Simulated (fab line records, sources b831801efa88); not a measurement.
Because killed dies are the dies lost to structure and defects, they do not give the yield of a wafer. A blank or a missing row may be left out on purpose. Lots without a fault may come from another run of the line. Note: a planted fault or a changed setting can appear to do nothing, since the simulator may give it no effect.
Chamber matching + flow gf180mcu + pecvd-04 running GF_SAB_CVD_00: 3 sister chambers
The step deposits SiO2 from TEOS, target thk 50 nm, time 4.9302 s. 6 wafers are shown with their chamber, then 7 later ones without.

== WAFERS WITH THEIR CHAMBER ==
| wafer  | chamber | heaterPowerW (W) |
|--------|---------|------------------|
| L262.1 | 1       | 843              |
| L263.2 | 1       | 795              |
| L263.4 | 2       | 563              |
| L263.5 | 0       | 729              |
| L264.1 | 2       | 548              |
| L264.3 | 0       | 638              |

== WAFERS WITHOUT THEIR CHAMBER ==
| wafer  | heaterPowerW (W) |
|--------|------------------|
| L264.4 | 817              |
| L267.1 | 571              |
| L267.2 | 667              |
| L267.4 | 545              |
| L276.2 | 590              |
| L276.4 | 603              |
| L276.5 | 821              |

== THE CHAMBER EACH PASSED THROUGH ==
| wafer  | from the rows above     | in truth |
|--------|-------------------------|----------|
| L264.4 | 1                       | 1        |
| L267.1 | 2                       | 2        |
| L267.2 | 0                       | 0        |
| L267.4 | 2                       | 2        |
| L276.2 | can't be placed: 2 or 0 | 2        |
| L276.4 | can't be placed: 2 or 0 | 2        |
| L276.5 | 1                       | 1        |
Correctly placed: 5 of 7. Can't be placed from these rows: 2 (the true chamber is among the candidates in 2). Wrongly placed: 0.
How it was worked out, from the rows above alone: a wafer's distance from a chamber is the root of the sum, over the readings, of the square of ((its reading less the chamber's mean) divided by the reading's scatter). If the next closest chamber is less than 2 further off than the closest, the wafer can't be placed; otherwise it belongs to the closest. The mean given for a chamber averages the wafers shown for that chamber. How the scatter is found: for the shown wafers, subtract from each reading the mean of its chamber, square and add these, divide the total by (wafers less chambers), then take the root.
